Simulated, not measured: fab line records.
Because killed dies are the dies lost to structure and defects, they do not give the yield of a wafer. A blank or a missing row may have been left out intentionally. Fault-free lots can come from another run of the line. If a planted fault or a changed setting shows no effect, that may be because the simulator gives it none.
Comparing a struck lot with a sound one || flow sky130 || 18 out of 708 route steps
Sound: wafers L111.2, L111.4, L111.5. Struck: wafer L119.4 (L119.1, L119.5, from the same lot, were not struck and are left out); the cause is given at the end.
Order at every step that has rows: each side's tool, ch and its chambers, its first start. Under that, the readings that differ: sound wafers || struck wafers || difference of the means || sigmas: that difference in standard deviations of wafers without a fault.
alike: readings whose means differ by less than 2 such deviations, and words and numbers that are the same on both sides. not compared: withheld readings, readings that some wafer has no value for, bounds like >300 that may hide the same value, and numbers for which the record gives no deviation and whose values overlap.
Wherever a step has rows on one side only, a row that says differs or no value, or a row with sigmas, the two part there. Non-overlapping numbers with no deviation appear without sigmas and do not part them. Lack of a reading on every wafer of one side parts them only where that side has two or more wafers.

first, 3 steps without rows for these wafers: SKY_VIA3_EXPOSE_09 (exposes mask VIM3, target cd 200 nm); SKY_VIA3_PEB_10; SKY_VIA3_DEVELOP_11 (develop time 60 s).
SKY_VIA3_CD_MEAS_12: target cd 200 nm.
  sound on cdSem-02, day 39 19:21; struck on cdSem-02, day 42 07:23
  alike: cdNm
SKY_VIA3_OVL_MEAS_13:
  sound on overlay-02, day 39 19:28; struck on overlay-01, day 42 07:30
  alike: VIA3_OVL
SKY_VIA3_ETCH_14: etches BARC in N2/H2, stops on SiO2, time 45.9 s, target depth 60 nm.
  sound on rieDiel-02 ch 0,2, day 39 19:29; struck on rieDiel-03 ch 3, day 42 07:32
{"reading": "throttleValvePct (%)", "sound": "13.220 13.213 13.231", "struck": 13.241, "difference": "+0.020", "sigmas": "+2"}
  alike: drypumpMotorCurrentA, n2FlowSccm, oesProductAu, rfFwdPowerW
  not compared: rfHoursCounterH
SKY_VIA3_ETCH_15: etches SiO2 in C4F8/O2/Ar, stops on TiN, target depth 507 nm, time 78 s.
  sound on rieDiel-02 ch 0,2, day 39 19:32; struck on rieDiel-03 ch 3, day 42 07:35
  alike: oesProductAu, rfFwdPowerW
  not compared: rfHoursCounterH
SKY_VIA3_STRIP_16: strips in O2/N2.
  sound on plasmaAsher-03 ch 0,1, day 39 19:35; struck on plasmaAsher-02 ch 0, day 42 07:38
  alike: drypumpMotorCurrentA, n2FlowSccm, oesProductAu, stripTimeToEndpointS
  not compared: rfHoursCounterH
then, 3 steps without rows for these wafers: SKY_VIA3_STRIP_17 (strips in post etch residue remover, time 1200 s); SKY_VIA3_CLEAN_18 (cleans in IPA, time 180 s); SKY_VIA3_CLEAN_19 (cleans in O3/DIW).
SKY_VIA3_SPUTTER_20: material TiN, target thk 20 nm, time 80 s.
  sound on pvdSputter-01, day 39 20:11; struck on pvdSputter-01, day 42 08:14
  alike: throttleValvePct
SKY_VIA3_CVD_21: deposits W, target thk 390 nm, time 117.31 s.
  sound on cvdW-02 ch 0, day 39 20:14; struck on cvdW-02 ch 1, day 42 08:18
{"reading": "model.W_of_VIA3_CVD_21.thkNm (nm)", "sound": "391.3 389 392.8", "struck": 290.1, "difference": -100.9, "sigmas": ""}
  alike: heaterPowerOuterW, heaterPowerW
SKY_VIA3_RS_MEAS_22: a four-point-probe measurement.
  sound on filmMetro-03, day 39 20:23; struck on filmMetro-02, day 42 08:26
{"reading": "VIA3_W_RS (ohm/sq)", "sound": "0.293 0.295 0.292", "struck": 0.396, "difference": "+0.103", "sigmas": "+33"}
SKY_VIA3_THK_MEAS_23: measures by xrf.
  sound on filmMetro-03, day 39 20:30; struck on filmMetro-02, day 42 08:33
{"reading": "VIA3_W_THK (nm)", "sound": "371 371 375", "struck": 277, "difference": -95, "sigmas": -19}
SKY_VIA3_CMP_24: polishes, stops on SiO2, t overpolish 20 s, target thk 0 nm.
  sound on cmp-01 ch 1,2, day 39 20:36; struck on cmp-01 ch 1, day 42 08:37
{"reading": "timeToEndpointS (s)", "sound": "95 91 89", "struck": 66, "difference": -26, "sigmas": -4}
  alike: motorCurrentA, platenRpm
SKY_METAL4_SPUTTER_00: material Ti, target thk 15 nm, time 10 s.
  sound on pvdSputter-02, day 39 20:51; struck on pvdSputter-02, day 42 08:55
  alike: throttleValvePct
next, for these wafers, 1 step has no rows: SKY_PAD_OPEN_PROBE_99.

## WHERE THEY PART
At SKY_VIA3_ETCH_14 first; at SKY_VIA3_CMP_24 last (within this record only). Later steps at which nothing parts them and some readings are alike: SKY_METAL4_SPUTTER_00.

WHY: the cause the simulator had injected
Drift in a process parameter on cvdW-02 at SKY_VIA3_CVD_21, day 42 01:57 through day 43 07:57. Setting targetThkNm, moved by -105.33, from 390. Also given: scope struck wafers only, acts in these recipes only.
